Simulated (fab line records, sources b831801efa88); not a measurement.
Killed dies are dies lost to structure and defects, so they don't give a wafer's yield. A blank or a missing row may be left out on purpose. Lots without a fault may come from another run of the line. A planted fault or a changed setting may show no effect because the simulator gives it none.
Which tool did it? | flow sky130 | 11 lots, 33 wafers sampled, at 4 steps of a route of 708

WHAT THE GAUGES READ, wafer by wafer
SKY_VIA3_THK_MEAS_01.
lot  | measured     | on            | VIA3_HDPCVD_THK (nm)
L842 | day 38 05:34 | film_metro-02 | 1689 1659 1667
L844 | day 38 21:39 | film_metro-02 | 1644 1630 1647
L846 | day 39 10:23 | film_metro-03 | 1637 1646 1647
L848 | day 41 05:19 | film_metro-02 | 1639 1652 1648
L854 | day 42 02:01 | film_metro-03 | 2786 2804 2819
L853 | day 42 07:50 | film_metro-04 | 2799 2805 2780
L855 | day 42 08:38 | film_metro-04 | 1659 1670 1650
L857 | day 43 15:59 | film_metro-02 | 1641 1649 1636
L860 | day 44 08:04 | film_metro-03 | 1645 1646 1654
L862 | day 44 18:58 | film_metro-04 | 1644 1640 1635
L865 | day 45 21:50 | film_metro-04 | 1633 1636 1661

WHICH TOOL RAN EACH LOT (tool, then ch and the chambers of the sampled wafers, then the start)
lot  | SKY_METAL3_ETCH_16                | SKY_METAL3_STRIP_19                  | SKY_VIA3_HDPCVD_00
L842 | rie_metal-03 ch 0,1, day 38 04:29 | plasma_asher-03 ch 0,1, day 38 04:47 | hdpcvd-02 ch 0,1, day 38 05:23
L844 | rie_metal-04 ch 0,1, day 38 20:34 | plasma_asher-03 ch 0,1, day 38 20:53 | hdpcvd-01 ch 0,2, day 38 21:29
L846 | rie_metal-03 ch 0,1, day 39 09:20 | plasma_asher-01 ch 0,1, day 39 09:38 | hdpcvd-02 ch 0,1,2, day 39 10:13
L848 | rie_metal-04 ch 0,1, day 41 03:46 | plasma_asher-04 ch 0,1, day 41 04:04 | hdpcvd-01 ch 0,1, day 41 05:08
L854 | rie_metal-03 ch 0,1, day 42 00:57 | plasma_asher-01 ch 0,1, day 42 01:14 | hdpcvd-02 ch 1,2, day 42 01:50
L853 | rie_metal-02 ch 0,1, day 42 06:45 | plasma_asher-03 ch 0,1, day 42 07:02 | hdpcvd-02 ch 0,1,2, day 42 07:41
L855 | rie_metal-03 ch 0,1, day 42 07:33 | plasma_asher-03 ch 0,1, day 42 07:50 | hdpcvd-01 ch 0,2, day 42 08:28
L857 | rie_metal-03 ch 0,1, day 43 14:55 | plasma_asher-03 ch 0,1, day 43 15:13 | hdpcvd-01 ch 1,2, day 43 15:49
L860 | rie_metal-04 ch 0,1, day 44 07:01 | plasma_asher-04 ch 0,1, day 44 07:19 | hdpcvd-01 ch 1,2, day 44 07:52
L862 | rie_metal-04 ch 0, day 44 17:55   | plasma_asher-01 ch 0,1, day 44 18:13 | hdpcvd-01 ch 0,1, day 44 18:48
L865 | rie_metal-04 ch 0,1, day 45 20:47 | plasma_asher-04 ch 0,1, day 45 21:05 | hdpcvd-01 ch 0,1,2, day 45 21:40
- SKY_METAL3_ETCH_16: etches BARC in N2/H2, stops on SiO2, time 88.2 s, target depth 60 nm.
- SKY_METAL3_STRIP_19: strips in O2/N2.
- SKY_VIA3_HDPCVD_00: deposits SiO2, target thk 1635 nm, time 272.5 s.

THE ANSWER, worked out from the rows above alone
Rule: what is usual is taken from the lots themselves. Put in order of their means at a reading, lots are off if they are a third of the lots or fewer, leave a main group of 4 or more, and stand apart from it by a gap of 3 or more times the standard deviation of the main group's means; of several such gaps the widest counts. A main group whose means are all the same, to the digits that the tables above print for the reading, isn't used. A lot without any number at a reading at which 4 lots or more have one is off too. The other lots that the step has rows for count as sound.
Off: L854, L853, at SKY_VIA3_THK_MEAS_01 (VIA3_HDPCVD_THK). The main group: mean 1648 nm, standard deviation 10.
A tool fits if, at a process step before that reading, it ran every lot that is off, and no sound lot after the first of them. The gauges at SKY_VIA3_THK_MEAS_01 are tried like those tools. One fits: hdpcvd-02 at SKY_VIA3_HDPCVD_00. Its last sound lot is L846 (day 39 10:13), its first lot that is off L854 (day 42 01:50): a fault that began between those two fits.

WHAT THE SIMULATOR HAD PUT IN
Process parameter drift: hdpcvd-02, from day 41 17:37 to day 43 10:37, at SKY_VIA3_HDPCVD_00. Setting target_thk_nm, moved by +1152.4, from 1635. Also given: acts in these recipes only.
Lots struck among those shown: L854, L853. The rule above found the same.
